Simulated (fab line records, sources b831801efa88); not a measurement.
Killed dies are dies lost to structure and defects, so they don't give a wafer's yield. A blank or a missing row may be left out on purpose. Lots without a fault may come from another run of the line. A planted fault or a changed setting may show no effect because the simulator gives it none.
Which tool did it? | flow sky130 | 14 lots, 42 wafers sampled, at 6 steps of a route of 708

WHAT THE GAUGES READ, wafer by wafer
SKY_PWDE_TW_MEAS_10.
lot  | measured    | on            | PWDE_TW
L339 | day 3 23:25 | film_metro-04 | 370 372 374
L340 | day 4 10:13 | film_metro-03 | 374 377 375
L341 | day 4 11:19 | film_metro-04 | 374 374 372
L343 | day 4 20:31 | film_metro-02 | 377 376 379
L345 | day 5 06:00 | film_metro-02 | 382 381 381
L346 | day 5 11:40 | film_metro-04 | 374 373 372
L350 | day 6 10:35 | film_metro-02 | 31 31 31
L351 | day 6 19:26 | film_metro-04 | 30 30 30
L356 | day 7 19:04 | film_metro-04 | 375 373 375
L357 | day 8 00:59 | film_metro-02 | 382 378 381
L358 | day 8 10:25 | film_metro-02 | 379 376 380
L360 | day 8 20:10 | film_metro-03 | 374 374 374
L361 | day 8 23:54 | film_metro-02 | 380 380 380
L362 | day 9 04:44 | film_metro-02 | 381 381 379

SKY_VIA1_OVL_MEAS_13.
lot  | measured     | on         | VIA1_OVL (nm)
L339 | day 33 23:58 | overlay-02 | 2 1 -8
L340 | day 34 16:44 | overlay-01 | -5 6 3
L341 | day 34 20:11 | overlay-01 | -13 -3 -8
L343 | day 35 06:51 | overlay-02 | -8 -5 -4
L345 | day 36 01:49 | overlay-01 | -5 -8 -6
L346 | day 36 06:47 | overlay-01 | -14 -7 -9
L350 | day 37 12:26 | overlay-02 | 1 -6 4
L351 | day 38 04:12 | overlay-02 | -10 -2 -13
L356 | day 39 10:57 | overlay-02 | -1 -9 -5
L357 | day 39 16:32 | overlay-01 | 5 3 1
L358 | day 40 04:16 | overlay-02 | 9 5 2
L360 | day 40 11:46 | overlay-02 | -6 -6 -8
L361 | day 40 18:41 | overlay-02 | 1 -2 -1
L362 | day 40 23:52 | overlay-02 | -2 1 2

SKY_CAPM_OVL_MEAS_12.
lot  | measured     | on         | CAPM_OVL (nm)
L339 | day 37 11:25 | overlay-02 | -1.7 -1.5 -2.3
L340 | day 38 03:52 | overlay-02 | -0.4 -1.2 -1.7
L341 | day 38 07:35 | overlay-02 | -0.5 -1.0 0.3
L343 | day 38 16:43 | overlay-02 | -1.0 -1.2 -2.3
L345 | day 39 11:04 | overlay-02 | 0.7 -0.7 1.2
L346 | day 39 17:07 | overlay-01 | 1.1 0.0 0.0
L350 | day 40 20:55 | overlay-01 | -2.6 -3.3 -4.9
L351 | day 41 11:56 | overlay-01 | -2.2 -0.1 -1.7
L356 | day 42 17:34 | overlay-01 | -0.9 -0.3 -3.0
L357 | day 42 21:43 | overlay-02 | 2.3 0.5 -2.7
L358 | day 43 08:37 | overlay-01 | -2.3 -3.8 -3.6
L360 | day 43 16:25 | overlay-01 | -1.1 -0.9 -2.2
L361 | day 43 22:19 | overlay-01 | -5.2 -4.2 -2.5
L362 | day 44 02:43 | overlay-01 | -2.7 -3.1 -4.4

WHICH TOOL RAN EACH LOT (tool, then ch and the chambers of the sampled wafers, then the start)
lot  | SKY_DNWELL_STRIP_08                 | SKY_PWDE_STRIP_09                   | SKY_METAL3_SPUTTER_03
L339 | plasma_asher-04 ch 0,1, day 3 07:32 | plasma_asher-01 ch 0,1, day 3 23:19 | pvd_sputter-01, day 36 09:07
L340 | plasma_asher-02 ch 0,1, day 3 18:02 | plasma_asher-02 ch 0,1, day 4 10:08 | pvd_sputter-02, day 37 01:59
L341 | plasma_asher-04 ch 0,1, day 3 18:22 | plasma_asher-02 ch 0,1, day 4 11:13 | pvd_sputter-02, day 37 05:03
L343 | plasma_asher-04 ch 0, day 4 02:58   | plasma_asher-02 ch 0,1, day 4 20:25 | pvd_sputter-02, day 37 15:09
L345 | plasma_asher-04 ch 0,1, day 4 12:46 | plasma_asher-02 ch 0,1, day 5 05:54 | pvd_sputter-01, day 38 10:32
L346 | plasma_asher-02 ch 0,1, day 4 18:32 | plasma_asher-03 ch 0,1, day 5 11:34 | pvd_sputter-02, day 38 15:49
L350 | plasma_asher-01 ch 0,1, day 5 16:01 | plasma_asher-01 ch 0,1, day 6 10:29 | pvd_sputter-03, day 39 19:47
L351 | plasma_asher-04 ch 0,1, day 5 23:50 | plasma_asher-03 ch 0,1, day 6 19:20 | pvd_sputter-03, day 40 11:38
L356 | plasma_asher-01 ch 0,1, day 6 23:29 | plasma_asher-02 ch 0,1, day 7 18:57 | pvd_sputter-01, day 41 17:10
L357 | plasma_asher-01 ch 0,1, day 7 05:01 | plasma_asher-01 ch 0,1, day 8 00:53 | pvd_sputter-03, day 41 21:58
L358 | plasma_asher-01 ch 0,1, day 7 14:19 | plasma_asher-01 ch 0,1, day 8 10:19 | pvd_sputter-03, day 42 09:14
L360 | plasma_asher-02 ch 0,1, day 7 23:49 | plasma_asher-02 ch 0,1, day 8 20:04 | pvd_sputter-01, day 42 17:16
L361 | plasma_asher-04 ch 0,1, day 8 02:38 | plasma_asher-02 ch 0,1, day 8 23:48 | pvd_sputter-02, day 42 23:25
L362 | plasma_asher-02 ch 0,1, day 8 07:26 | plasma_asher-03 ch 0,1, day 9 04:38 | pvd_sputter-01, day 43 03:43
- SKY_DNWELL_STRIP_08: strips in O2/N2.
- SKY_PWDE_STRIP_09: strips in O2/N2.
- SKY_METAL3_SPUTTER_03: material Ti, target thk 5 nm, time 3.3 s.

WHAT THE TOOLS THEMSELVES READ (means of the sampled wafers that have a number; where no wafer has one, the mark that the record gives instead)
SKY_DNWELL_STRIP_08.
lot  | tool            | chamber_pressure_mTorr (mTorr) | drypump_motor_current_A (A) | o2_flow_sccm (sccm) | oes_product_au (a.u.) | strip_time_to_endpoint_s (s)
L339 | plasma_asher-04 | 1500.3                         | 6.5                         | 2996                | 0.721                 | 36.94
L340 | plasma_asher-02 | 1500.5                         | 6.0                         | 3014                | 0.723                 | 36.90
L341 | plasma_asher-04 | 1499.7                         | 6.4                         | 2998                | 0.723                 | 36.87
L343 | plasma_asher-04 | 1498.7                         | 6.5                         | 3000                | 0.720                 | 36.85
L345 | plasma_asher-04 | 1499.6                         | 6.4                         | 2998                | 0.719                 | 36.75
L346 | plasma_asher-02 | 1498.7                         | 6.0                         | 3002                | 0.724                 | 36.87
L350 | plasma_asher-01 | -                              | -                           | -                   | -                     | -
L351 | plasma_asher-04 | -                              | -                           | -                   | -                     | -
L356 | plasma_asher-01 | 1501.2                         | 5.8                         | 3007                | 0.719                 | 36.78
L357 | plasma_asher-01 | 1500.1                         | 5.8                         | 3010                | 0.723                 | 36.87
L358 | plasma_asher-01 | 1498.8                         | 5.8                         | 2998                | 0.724                 | 37.01
L360 | plasma_asher-02 | 1499.8                         | 6.0                         | 3000                | 0.720                 | 36.93
L361 | plasma_asher-04 | 1500.8                         | 6.5                         | 3001                | 0.723                 | 36.93
L362 | plasma_asher-02 | 1499.2                         | 5.4                         | 3003                | 0.727                 | 36.93

SKY_PWDE_STRIP_09.
lot  | tool            | chamber_pressure_mTorr (mTorr) | drypump_motor_current_A (A) | o2_flow_sccm (sccm) | oes_product_au (a.u.) | strip_time_to_endpoint_s (s)
L339 | plasma_asher-01 | 1499.3                         | 5.8                         | 2997                | 0.726                 | 36.92
L340 | plasma_asher-02 | 1500.2                         | 5.4                         | 2995                | 0.719                 | 37.06
L341 | plasma_asher-02 | 1500.7                         | 6.0                         | 2999                | 0.722                 | 36.89
L343 | plasma_asher-02 | 1498.9                         | 6.0                         | 3002                | 0.723                 | 36.88
L345 | plasma_asher-02 | 1501.0                         | 6.0                         | 2998                | 0.723                 | 36.86
L346 | plasma_asher-03 | 1498.5                         | 6.1                         | 2992                | 0.722                 | 36.86
L350 | plasma_asher-01 | 1500.5                         | 5.8                         | 2991                | 0.738                 | 80.86
L351 | plasma_asher-03 | 1501.9                         | 6.2                         | 2994                | 0.736                 | 81.03
L356 | plasma_asher-02 | 1498.6                         | 5.5                         | 2999                | 0.727                 | 36.85
L357 | plasma_asher-01 | 1500.6                         | 5.8                         | 2998                | 0.721                 | 37.08
L358 | plasma_asher-01 | 1498.9                         | 5.8                         | 2998                | 0.722                 | 36.72
L360 | plasma_asher-02 | 1500.2                         | 5.4                         | 2996                | 0.720                 | 36.77
L361 | plasma_asher-02 | 1500.6                         | 5.4                         | 3001                | 0.722                 | 36.85
L362 | plasma_asher-03 | 1500.9                         | 6.2                         | 2996                | 0.725                 | 36.80

SKY_METAL3_SPUTTER_03.
lot  | tool           | throttle_valve_pct (%)
L339 | pvd_sputter-01 | 29.6
L340 | pvd_sputter-02 | 28.9
L341 | pvd_sputter-02 | 28.8
L343 | pvd_sputter-02 | 28.9
L345 | pvd_sputter-01 | 29.3
L346 | pvd_sputter-02 | 29.7
L350 | pvd_sputter-03 | 30.4
L351 | pvd_sputter-03 | 30.4
L356 | pvd_sputter-01 | 29.4
L357 | pvd_sputter-03 | 30.6
L358 | pvd_sputter-03 | 30.4
L360 | pvd_sputter-01 | 28.6
L361 | pvd_sputter-02 | 30.4
L362 | pvd_sputter-01 | 29.6

THE ANSWER, worked out from the rows above alone
Rule: what is usual is taken from the lots themselves. Put in order of their means at a reading, lots are off if they are a third of the lots or fewer, leave a main group of 4 or more, and stand apart from it by a gap of 3 or more times the standard deviation of the main group's means; of several such gaps the widest counts. A main group whose means are all the same, to the digits that the tables above print for the reading, isn't used. A lot without any number at a reading at which 4 lots or more have one is off too. The other lots that the step has rows for count as sound. The gauges are gone through in route order, then the tools' own readings, and for those a lot's mean is taken as printed above. The first step at which some lot is off is used, and at that step the reading that is off furthest; a lot without a number counts as furthest.
Off: L350, L351, at SKY_PWDE_TW_MEAS_10 (PWDE_TW). The main group: mean 377, standard deviation 3.2.
A tool fits if, at a process step before that reading, it ran every lot that is off, and no sound lot after the first of them. The gauges at SKY_PWDE_TW_MEAS_10 aren't tried: what is off there is off at SKY_DNWELL_STRIP_08 too, on other tools, and a gauge's error can't cause that. None of those tried fits.

WHAT THE SIMULATOR HAD PUT IN
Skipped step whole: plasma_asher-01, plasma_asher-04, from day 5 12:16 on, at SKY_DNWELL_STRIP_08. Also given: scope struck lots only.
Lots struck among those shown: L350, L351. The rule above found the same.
